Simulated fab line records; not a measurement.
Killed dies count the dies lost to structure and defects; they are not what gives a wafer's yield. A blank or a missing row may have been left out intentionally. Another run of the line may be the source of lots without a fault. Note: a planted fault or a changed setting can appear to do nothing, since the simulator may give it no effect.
Which tool did it? -- flow sky130 -- at 1 step of a route of 708, 10 lots with 30 wafers sampled

WHAT THE GAUGES SHOWED, per wafer
SKY_METAL4_OVL_MEAS_14.
lot,measured,on,METAL4_OVL (nm)
L128,day 41 13:53,overlay-02,8 2 3
L131,day 42 14:40,overlay-01,3 -4 -3
L133,day 43 05:52,overlay-02,11 3 6
L135,day 44 00:04,overlay-02,11 7 5
L136,day 44 05:02,overlay-02,-1 4 1
L138,day 44 17:02,overlay-02,-5 3 -6
L143,day 45 22:19,overlay-02,6 2 1
L149,day 47 14:38,overlay-01,1 4 -7
L150,day 47 17:13,overlay-02,2 -6 -4
L151,day 47 22:47,overlay-02,2 -7 -7

TOOL THAT RAN EACH LOT (tool first, then ch and the chambers of the sampled wafers, then the start)
Before these readings, the record contains no process step.

THE ANSWER, worked out from the rows above alone
Rule: the lots themselves supply what counts as usual. The widest of any qualifying gaps counts: lots, ordered by their means at a reading, are off when they make up no more than a third of the lots, leave a main group of 4 or more, and stand apart from it by 3 or more times the standard deviation of that group's means. If all means in a main group match to the digits the tables above print for the reading, that group is not used. Also off: a lot with no number at a reading for which 4 or more lots have one. All remaining lots with rows at the step are treated as sound.
No lot is off at any reading shown: from this, nothing can be told.

WHAT WAS PUT IN BY THE SIMULATOR
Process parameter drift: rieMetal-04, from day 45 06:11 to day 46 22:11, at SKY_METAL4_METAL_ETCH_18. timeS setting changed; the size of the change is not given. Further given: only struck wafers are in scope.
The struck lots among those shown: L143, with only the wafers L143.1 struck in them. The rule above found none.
